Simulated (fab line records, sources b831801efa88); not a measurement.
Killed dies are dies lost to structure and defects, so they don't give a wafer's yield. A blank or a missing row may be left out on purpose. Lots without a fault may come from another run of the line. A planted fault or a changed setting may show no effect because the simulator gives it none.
Which tool did it? | flow sky130 | 12 lots, 36 wafers sampled, at 3 steps of a route of 708

WHAT THE GAUGES READ, wafer by wafer
SKY_CONTACT_OVL_MEAS_15.
lot  | measured     | on         | CONTACT_OVL (nm)
L828 | day 32 06:52 | overlay-02 | -9 -6 -15
L829 | day 32 09:50 | overlay-02 | 10 -5 5
L830 | day 32 15:22 | overlay-01 | -4 -3 -4
L831 | day 32 19:10 | overlay-02 | -3 -2 0
L832 | day 33 08:34 | overlay-01 | -15 -12 -17
L837 | day 35 08:17 | overlay-02 | -10 1 0
L838 | day 35 10:16 | overlay-01 | 5 10 9
L845 | day 37 10:07 | overlay-01 | 6 6 2
L848 | day 38 02:19 | overlay-01 | 6 7 6
L849 | day 38 07:06 | overlay-02 | 3 6 1
L851 | day 39 06:07 | overlay-01 | 0 7 5
L850 | day 39 09:16 | overlay-01 | -2 -12 -3

SKY_VIA1_OVL_MEAS_13.
lot  | measured     | on         | VIA1_OVL (nm)
L828 | day 34 16:29 | overlay-02 | 6 2 7
L829 | day 34 20:18 | overlay-02 | 2 2 0
L830 | day 35 00:17 | overlay-02 | 6 5 7
L831 | day 35 05:04 | overlay-01 | 10 9 10
L832 | day 35 17:43 | overlay-01 | -4 3 6
L837 | day 37 16:17 | overlay-02 | 6 4 9
L838 | day 37 17:33 | overlay-02 | 14 8 11
L845 | day 39 15:34 | overlay-02 | -2 -4 -3
L848 | day 40 07:31 | overlay-01 | 0 5 7
L849 | day 40 12:03 | overlay-01 | 11 11 14
L851 | day 41 09:43 | overlay-02 | 12 11 7
L850 | day 41 13:25 | overlay-02 | 6 8 8

WHICH TOOL RAN EACH LOT (tool, then ch and the chambers of the sampled wafers, then the start)
lot  | SKY_CONTACT_SPUTTER_23
L828 | pvd_sputter-04, day 32 07:41
L829 | pvd_sputter-03, day 32 10:38
L830 | pvd_sputter-04, day 32 16:12
L831 | pvd_sputter-02, day 32 20:20
L832 | pvd_sputter-04, day 33 09:19
L837 | pvd_sputter-03, day 35 09:03
L838 | pvd_sputter-03, day 35 11:04
L845 | pvd_sputter-03, day 37 11:19
L848 | pvd_sputter-04, day 38 03:03
L849 | pvd_sputter-04, day 38 07:52
L851 | pvd_sputter-02, day 39 06:53
L850 | pvd_sputter-04, day 39 10:01
- SKY_CONTACT_SPUTTER_23: material TiN, target thk 20 nm, time 80 s.

WHAT THE TOOLS THEMSELVES READ (means of the sampled wafers that have a number; where no wafer has one, the mark that the record gives instead)
SKY_CONTACT_SPUTTER_23.
lot  | tool           | throttle_valve_pct (%)
L828 | pvd_sputter-04 | 30.3
L829 | pvd_sputter-03 | 29.4
L830 | pvd_sputter-04 | 30.9
L831 | pvd_sputter-02 | 30.7
L832 | pvd_sputter-04 | 31.1
L837 | pvd_sputter-03 | 29.2
L838 | pvd_sputter-03 | 29.3
L845 | pvd_sputter-03 | 29.3
L848 | pvd_sputter-04 | 30.7
L849 | pvd_sputter-04 | 30.4
L851 | pvd_sputter-02 | 30.1
L850 | pvd_sputter-04 | 30.4

THE ANSWER, worked out from the rows above alone
Rule: what is usual is taken from the lots themselves. Put in order of their means at a reading, lots are off if they are a third of the lots or fewer, leave a main group of 4 or more, and stand apart from it by a gap of 3 or more times the standard deviation of the main group's means; of several such gaps the widest counts. A main group whose means are all the same, to the digits that the tables above print for the reading, isn't used. A lot without any number at a reading at which 4 lots or more have one is off too. The other lots that the step has rows for count as sound. The gauges are gone through in route order, then the tools' own readings, and for those a lot's mean is taken as printed above. The first step at which some lot is off is used, and at that step the reading that is off furthest; a lot without a number counts as furthest.
No lot is off at any reading shown: from this, nothing can be told.

WHAT THE SIMULATOR HAD PUT IN
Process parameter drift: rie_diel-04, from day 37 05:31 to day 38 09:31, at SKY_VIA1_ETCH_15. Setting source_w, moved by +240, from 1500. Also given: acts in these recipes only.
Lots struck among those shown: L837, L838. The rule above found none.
